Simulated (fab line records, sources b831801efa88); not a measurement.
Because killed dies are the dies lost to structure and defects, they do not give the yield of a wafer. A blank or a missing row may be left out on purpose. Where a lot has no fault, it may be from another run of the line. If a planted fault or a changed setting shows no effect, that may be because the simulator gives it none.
Which of the tools did it? :: flow sky130 :: 10 lots, 30 wafers sampled, at 5 steps of a route of 708

WHAT THE GAUGES READ, wafer by wafer
SKY_METAL1_THK_MEAS_06: measures by xrf. Usual: METAL1_ALCU_THK 260.4 nm, standard deviation 2.4.
lot: L816
measured: day 33 02:44
on: film_metro-04
METAL1_ALCU_THK (nm): 265.2 261.5 264.1
flag: 

lot: L822
measured: day 34 13:20
on: film_metro-02
METAL1_ALCU_THK (nm): 259.5 261.0 261.1
flag: 

lot: L825
measured: day 35 05:53
on: film_metro-02
METAL1_ALCU_THK (nm): 259.0 260.1 259.3
flag: 

lot: L826
measured: day 35 14:08
on: film_metro-03
METAL1_ALCU_THK (nm): 260.6 258.4 256.4
flag: 

lot: L827
measured: day 36 01:34
on: film_metro-04
METAL1_ALCU_THK (nm): 260.0 258.8 258.5
flag: 

lot: L828
measured: day 36 10:17
on: film_metro-02
METAL1_ALCU_THK (nm): 257.7 259.4 261.3
flag: 

lot: L832
measured: day 37 23:26
on: film_metro-02
METAL1_ALCU_THK (nm): 261.7 259.2 259.9
flag: 

lot: L833
measured: day 38 06:50
on: film_metro-03
METAL1_ALCU_THK (nm): 260.2 260.3 260.0
flag: 

lot: L835
measured: day 38 10:53
on: film_metro-03
METAL1_ALCU_THK (nm): 261.1 264.9 263.7
flag: 

lot: L837
measured: day 39 04:21
on: film_metro-04
METAL1_ALCU_THK (nm): 262.8 263.2 261.4
flag: 

SKY_VIA1_BOW_MEAS_03. Usual: VIA1_BOW 77 um, standard deviation 6.1.
lot: L816
measured: day 34 07:03
on: film_metro-02
VIA1_BOW (um): 84 77 85
flag: 

lot: L822
measured: day 35 17:12
on: film_metro-01
VIA1_BOW (um): 74 71 68
flag: 

lot: L825
measured: day 36 09:46
on: film_metro-03
VIA1_BOW (um): 110 113 109
flag: OFF

lot: L826
measured: day 36 17:12
on: film_metro-01
VIA1_BOW (um): 102 112 112
flag: OFF

lot: L827
measured: day 37 05:19
on: film_metro-02
VIA1_BOW (um): 104 102 113
flag: OFF

lot: L828
measured: day 37 13:19
on: film_metro-01
VIA1_BOW (um): 73 73 65
flag: 

lot: L832
measured: day 39 02:22
on: film_metro-02
VIA1_BOW (um): 69 74 75
flag: 

lot: L833
measured: day 39 09:04
on: film_metro-03
VIA1_BOW (um): 76 73 78
flag: 

lot: L835
measured: day 39 12:32
on: film_metro-02
VIA1_BOW (um): 78 81 84
flag: 

lot: L837
measured: day 40 05:13
on: film_metro-02
VIA1_BOW (um): 73 77 86
flag: 

WHAT TOOL EACH LOT RAN ON (gives the tool, then ch and the chambers of the sampled wafers, and finally the start)
lot: L816
SKY_METAL1_SPUTTER_01: pvd_sputter-03, day 33 02:29
SKY_METAL1_METAL_ETCH_19: rie_metal-04 ch 0,1, day 34 05:53
SKY_VIA1_CMP_02: cmp-01 ch 2,3, day 34 06:47

lot: L822
SKY_METAL1_SPUTTER_01: pvd_sputter-02, day 34 13:05
SKY_METAL1_METAL_ETCH_19: rie_metal-01 ch 0,1, day 35 15:41
SKY_VIA1_CMP_02: cmp-01 ch 0,1,3, day 35 16:56

lot: L825
SKY_METAL1_SPUTTER_01: pvd_sputter-03, day 35 05:39
SKY_METAL1_METAL_ETCH_19: rie_metal-01 ch 0,1, day 36 08:26
SKY_VIA1_CMP_02: cmp-01 ch 1,2,3, day 36 09:31

lot: L826
SKY_METAL1_SPUTTER_01: pvd_sputter-02, day 35 13:53
SKY_METAL1_METAL_ETCH_19: rie_metal-01 ch 1, day 36 16:02
SKY_VIA1_CMP_02: cmp-01 ch 0,1,3, day 36 16:53

lot: L827
SKY_METAL1_SPUTTER_01: pvd_sputter-02, day 36 01:20
SKY_METAL1_METAL_ETCH_19: rie_metal-04 ch 0, day 37 04:04
SKY_VIA1_CMP_02: cmp-01 ch 0,1,3, day 37 05:07

lot: L828
SKY_METAL1_SPUTTER_01: pvd_sputter-02, day 36 10:02
SKY_METAL1_METAL_ETCH_19: rie_metal-04 ch 0, day 37 12:04
SKY_VIA1_CMP_02: cmp-01 ch 0,1,3, day 37 13:05

lot: L832
SKY_METAL1_SPUTTER_01: pvd_sputter-04, day 37 23:11
SKY_METAL1_METAL_ETCH_19: rie_metal-01 ch 0,1, day 39 01:10
SKY_VIA1_CMP_02: cmp-01 ch 0,1, day 39 02:04

lot: L833
SKY_METAL1_SPUTTER_01: pvd_sputter-02, day 38 06:35
SKY_METAL1_METAL_ETCH_19: rie_metal-03 ch 0,1, day 39 07:51
SKY_VIA1_CMP_02: cmp-01 ch 2,3, day 39 08:44

lot: L835
SKY_METAL1_SPUTTER_01: pvd_sputter-03, day 38 10:39
SKY_METAL1_METAL_ETCH_19: rie_metal-03 ch 0, day 39 11:23
SKY_VIA1_CMP_02: cmp-01 ch 0,2,3, day 39 12:20

lot: L837
SKY_METAL1_SPUTTER_01: pvd_sputter-02, day 39 04:06
SKY_METAL1_METAL_ETCH_19: rie_metal-01 ch 1, day 40 03:38
SKY_VIA1_CMP_02: cmp-02 ch 0,1,3, day 40 04:56
- SKY_METAL1_SPUTTER_01: material TiN, target thk 20 nm, time 16.7 s.
- SKY_METAL1_METAL_ETCH_19: etches the open film in Cl2/BCl3, stops on SiO2, target depth 360 nm, time 78 s.
- SKY_VIA1_CMP_02: polishes SiO2.

AS READ BY THE TOOLS THEMSELVES (means over the sampled wafers that have a number; for cases with no such wafer, the mark the record gives instead)
SKY_METAL1_SPUTTER_01. Usual: throttle_valve_pct at 30.0 %, with a standard deviation of 0.85.
lot: L816
tool: pvd_sputter-03
throttle_valve_pct (%): 28.4
flag: 

lot: L822
tool: pvd_sputter-02
throttle_valve_pct (%): 30.5
flag: 

lot: L825
tool: pvd_sputter-03
throttle_valve_pct (%): 29.2
flag: 

lot: L826
tool: pvd_sputter-02
throttle_valve_pct (%): 31.2
flag: 

lot: L827
tool: pvd_sputter-02
throttle_valve_pct (%): 30.7
flag: 

lot: L828
tool: pvd_sputter-02
throttle_valve_pct (%): 31.2
flag: 

lot: L832
tool: pvd_sputter-04
throttle_valve_pct (%): 30.2
flag: 

lot: L833
tool: pvd_sputter-02
throttle_valve_pct (%): 30.8
flag: 

lot: L835
tool: pvd_sputter-03
throttle_valve_pct (%): 29.3
flag: 

lot: L837
tool: pvd_sputter-02
throttle_valve_pct (%): 30.0
flag: 

SKY_METAL1_METAL_ETCH_19. Usual: bcl3_flow_sccm 29.99 sccm, standard deviation 0.1; drypump_motor_current_A 5.8 A, standard deviation 0.47; oes_product_au 0.849 a.u., standard deviation 0.0064; throttle_valve_pct 22.265 %, standard deviation 0.0087.
lot: L816
tool: rie_metal-04
bcl3_flow_sccm (sccm): 29.95
drypump_motor_current_A (A): 5.6
oes_product_au (a.u.): 0.848
throttle_valve_pct (%): 22.260
flag: 

lot: L822
tool: rie_metal-01
bcl3_flow_sccm (sccm): 29.93
drypump_motor_current_A (A): 6.4
oes_product_au (a.u.): 0.851
throttle_valve_pct (%): 22.272
flag: 

lot: L825
tool: rie_metal-01
bcl3_flow_sccm (sccm): 29.90
drypump_motor_current_A (A): 6.4
oes_product_au (a.u.): 0.850
throttle_valve_pct (%): 22.261
flag: 

lot: L826
tool: rie_metal-01
bcl3_flow_sccm (sccm): 29.83
drypump_motor_current_A (A): 6.5
oes_product_au (a.u.): 0.855
throttle_valve_pct (%): 22.270
flag: 

lot: L827
tool: rie_metal-04
bcl3_flow_sccm (sccm): 29.96
drypump_motor_current_A (A): 5.6
oes_product_au (a.u.): 0.845
throttle_valve_pct (%): 22.259
flag: 

lot: L828
tool: rie_metal-04
bcl3_flow_sccm (sccm): 30.04
drypump_motor_current_A (A): 5.6
oes_product_au (a.u.): 0.847
throttle_valve_pct (%): 22.264
flag: 

lot: L832
tool: rie_metal-01
bcl3_flow_sccm (sccm): 29.93
drypump_motor_current_A (A): 6.4
oes_product_au (a.u.): 0.850
throttle_valve_pct (%): 22.262
flag: 

lot: L833
tool: rie_metal-03
bcl3_flow_sccm (sccm): 29.92
drypump_motor_current_A (A): 5.3
oes_product_au (a.u.): 0.849
throttle_valve_pct (%): 22.270
flag: 

lot: L835
tool: rie_metal-03
bcl3_flow_sccm (sccm): 30.01
drypump_motor_current_A (A): 5.2
oes_product_au (a.u.): 0.850
throttle_valve_pct (%): 22.269
flag: 

lot: L837
tool: rie_metal-01
bcl3_flow_sccm (sccm): 29.88
drypump_motor_current_A (A): 6.5
oes_product_au (a.u.): 0.845
throttle_valve_pct (%): 22.264
flag: 

SKY_VIA1_CMP_02. Usual: edge_zone_pressure_frac 1.000, standard deviation 0.0049; head_pressure_psi 4.000 psi, standard deviation 0.0086; motor_current_A 12.6 A, standard deviation 1.1.
lot: L816
tool: cmp-01
edge_zone_pressure_frac: 1.002
head_pressure_psi (psi): 4.002
motor_current_A (A): 12.9
flag: 

lot: L822
tool: cmp-01
edge_zone_pressure_frac: 0.998
head_pressure_psi (psi): 4.002
motor_current_A (A): 12.7
flag: 

lot: L825
tool: cmp-01
edge_zone_pressure_frac: -
head_pressure_psi (psi): -
motor_current_A (A): -
flag: OFF

lot: L826
tool: cmp-01
edge_zone_pressure_frac: -
head_pressure_psi (psi): -
motor_current_A (A): -
flag: OFF

lot: L827
tool: cmp-01
edge_zone_pressure_frac: -
head_pressure_psi (psi): -
motor_current_A (A): -
flag: OFF

lot: L828
tool: cmp-01
edge_zone_pressure_frac: 0.995
head_pressure_psi (psi): 4.006
motor_current_A (A): 12.6
flag: 

lot: L832
tool: cmp-01
edge_zone_pressure_frac: 1.002
head_pressure_psi (psi): 3.995
motor_current_A (A): 12.7
flag: 

lot: L833
tool: cmp-01
edge_zone_pressure_frac: 0.994
head_pressure_psi (psi): 4.009
motor_current_A (A): 12.6
flag: 

lot: L835
tool: cmp-01
edge_zone_pressure_frac: 0.995
head_pressure_psi (psi): 4.005
motor_current_A (A): 12.2
flag: 

lot: L837
tool: cmp-02
edge_zone_pressure_frac: 0.994
head_pressure_psi (psi): 3.996
motor_current_A (A): 12.0
flag: 

THE ANSWER, worked out from the rows above alone
Rule: take the mean of a lot's wafers that have a number; if it is more than 3 standard deviations from the usual mean, the lot is off. A lot without any number at a reading at which 4 lots or more have one is off too. Where the step has rows for the other lots, those lots are counted as sound. First the gauges in route order, then the tools' own readings, where a lot's mean is used as printed above. At the first step where some lot is off, the reading lying furthest off is the one used; lots without a number count as furthest.
Off: L825, L826, L827, seen at SKY_VIA1_BOW_MEAS_03 (VIA1_BOW).
If a tool, at a process step before that reading, ran all the lots that are off and no sound lot after the first of them, it fits. Not tried: the gauges at SKY_VIA1_BOW_MEAS_03; whatever is off there is also off at SKY_VIA1_CMP_02, on other tools, and gauge error can't account for it. No candidate that was tried fits.

WHAT WAS PUT IN BY THE SIMULATOR
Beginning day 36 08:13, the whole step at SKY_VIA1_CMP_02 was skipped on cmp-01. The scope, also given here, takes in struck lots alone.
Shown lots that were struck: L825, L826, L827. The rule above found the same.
